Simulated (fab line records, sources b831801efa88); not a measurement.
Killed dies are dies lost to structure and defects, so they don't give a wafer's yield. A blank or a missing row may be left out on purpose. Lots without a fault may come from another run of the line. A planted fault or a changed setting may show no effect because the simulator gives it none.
One fault seen from 2 desks | flow gf180mcu | each desk has only its own numbers; what lay behind them comes last

THE TOOL OWNER'S DESK: implanter-04
The tool's own readings at GF_VT_IMPLANT_IMPLANT_30: means of the sampled wafers that have a number, for each lot that ran on this tool. A lot is out of limits, marked OUT, if its mean lies more than 4 standard deviations from the usual mean; the brackets give that distance.
Columns: A = faraday_current_uA at GF_VT_IMPLANT_IMPLANT_30, usual 14.32
lot  | first seen here | A
L500 | day 8 20:34     | 14.23
L502 | day 9 10:15     | 14.28
L507 | day 10 16:32    | 14.59
This desk's finding: nothing out of limits on any of the 3 lots.

THE METROLOGY DESK
What the gauges read, lot by lot, whatever tool the lot ran on: means of the sampled wafers that have a number. A lot is out of limits, marked OUT, if its mean lies more than 4 standard deviations from the usual mean; the brackets give that distance. Of its 11 readings 7 are shown: those that lie furthest out on some lot.
Columns: A = VT_IMPLANT_01_OVL at GF_VT_IMPLANT_OVL_MEAS_18, usual -0.7 nm; B = VT_IMPLANT_2_TW at GF_VT_IMPLANT_TW_MEAS_21, usual 1217; C = VT_IMPLANT_03_OVL at GF_VT_IMPLANT_OVL_MEAS_40, usual 0.5 nm; D = VT_IMPLANT_4_TW at GF_VT_IMPLANT_TW_MEAS_43, usual 693; E = NWELL_RS at GF_VT_IMPLANT_RS_MEAS_47, usual 487.9 ohm/sq; F = MVPSD_RS at GF_VT_IMPLANT_RS_MEAS_49, usual 1168.7 ohm/sq; G = DUAL_GATE_OXIDATION_00_THK at GF_DUAL_GATE_THK_MEAS_03, usual 10.79 nm
lot  | first seen here | A    | B    | C    | D   | E     | F      | G
L500 | day 8 03:57     | -0.9 | 1240 | 0.8  | 692 | 487.6 | 1166.4 | 10.75
L502 | day 8 17:23     | -1.2 | 1205 | 1.2  | 704 | 487.4 | 1164.1 | 10.34
L503 | day 8 21:57     | 2.2  | 1202 | -0.2 | 689 | 489.3 | 1168.1 | 10.75
L507 | day 9 22:19     | -0.8 | 1237 | 1.1  | 686 | 487.5 | 1171.4 | 10.58
L516 | day 12 06:33    | -2.2 | 1210 | 3.3  | 707 | 486.5 | 1169.2 | 10.73
This desk's finding: nothing out of limits on any of the 5 lots.

PUT TOGETHER
The tool owner's desk saw nothing out of limits.
The metrology desk saw nothing out of limits.

WHAT THE SIMULATOR HAD PUT IN
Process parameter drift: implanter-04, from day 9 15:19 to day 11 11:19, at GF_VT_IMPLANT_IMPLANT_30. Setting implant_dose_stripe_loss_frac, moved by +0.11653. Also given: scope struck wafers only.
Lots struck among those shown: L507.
